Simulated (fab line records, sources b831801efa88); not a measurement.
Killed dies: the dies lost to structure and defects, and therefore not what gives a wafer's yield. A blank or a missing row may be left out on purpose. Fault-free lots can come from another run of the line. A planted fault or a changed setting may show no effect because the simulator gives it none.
Lot-split experiment | flow sky130 | 23 wafers read from 5 lots, route of 708 steps

== SPLIT DETAILS ==
At SKY_POLY_GATE_CVD_03 (deposits Si3N4 from DCS/NH3, target thk 75 nm, time 1290 s), the setting pressure mtorr was moved away from the recipe's 250 mTorr on 10 of the 23 wafers read, by -12.8% to +10.2%. The other wafers ran this setting at the recipe's value.

The reading comes from the split's own step.

== THE READING ==
Si3N4_of_POLY_GATE_CVD_03.thk nm (the simulator's own value, which no gauge read), in nm, at SKY_POLY_GATE_CVD_03 (deposits Si3N4 from DCS/NH3, target thk 75 nm, time 1290 s). The file gives no usual value for it. The 13 wafers here that ran the recipe average 75.16 nm, standard deviation 0.38 nm.

wafer  | tool, chamber at the split | pressure mtorr as run, mTorr | against the recipe | Si3N4_of_POLY_GATE_CVD_03.thk nm, nm | against lot-mates on the recipe
L076.2 | lpcvd-02, 1                | 250                          | recipe             | 75.3                                 | -
L076.4 | lpcvd-02, 1                | 250                          | recipe             | 75.34                                | -
L076.5 | lpcvd-02, 1                | 250                          | recipe             | 74.98                                | -
L077.1 | -, -                       | 250                          | recipe             | 74.68                                | -
L077.2 | -, -                       | 250                          | recipe             | 74.97                                | -
L077.4 | -, -                       | 250                          | recipe             | 74.98                                | -
L077.5 | -, -                       | 250                          | recipe             | 74.65                                | -
L077.6 | -, -                       | 250                          | recipe             | 75.45                                | -
L082.1 | -, -                       | 250                          | recipe             | 75.79                                | -
L082.2 | -, -                       | 250                          | recipe             | 75.69                                | -
L082.3 | -, -                       | 250                          | recipe             | 74.99                                | -
L082.4 | -, -                       | 250                          | recipe             | 75.64                                | -
L082.6 | -, -                       | 250                          | recipe             | 74.68                                | -
L083.1 | -, -                       | 218.1                        | -12.8%             | 72.27                                | no lot-mate on the recipe
L083.2 | -, -                       | 218.1                        | -12.8%             | 72.38                                | no lot-mate on the recipe
L083.3 | -, -                       | 218.1                        | -12.8%             | 72.21                                | no lot-mate on the recipe
L083.4 | -, -                       | 218.1                        | -12.8%             | 71.99                                | no lot-mate on the recipe
L083.6 | -, -                       | 218.1                        | -12.8%             | 72.55                                | no lot-mate on the recipe
L084.1 | -, -                       | 275.6                        | +10.2%             | 76.37                                | no lot-mate on the recipe
L084.2 | -, -                       | 275.6                        | +10.2%             | 75.51                                | no lot-mate on the recipe
L084.3 | -, -                       | 275.6                        | +10.2%             | 76.12                                | no lot-mate on the recipe
L084.5 | -, -                       | 275.6                        | +10.2%             | 75.06                                | no lot-mate on the recipe
L084.6 | -, -                       | 275.6                        | +10.2%             | 75.59                                | no lot-mate on the recipe

FIT RESULTS
A straight line over all 23 wafers: Si3N4_of_POLY_GATE_CVD_03.thk nm changes by +0.155 nm for each +1% of pressure mtorr; r = +0.89; the points scatter about the line by 0.63 nm.
Too few moved wafers have a lot-mate on the recipe to fit a line with each lot's own level taken away.

== THE FILE'S OWN FIT ==
Si3N4_of_POLY_GATE_CVD_03.thk nm changes by +0.155 nm for each +1% of pressure mtorr, r = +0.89.
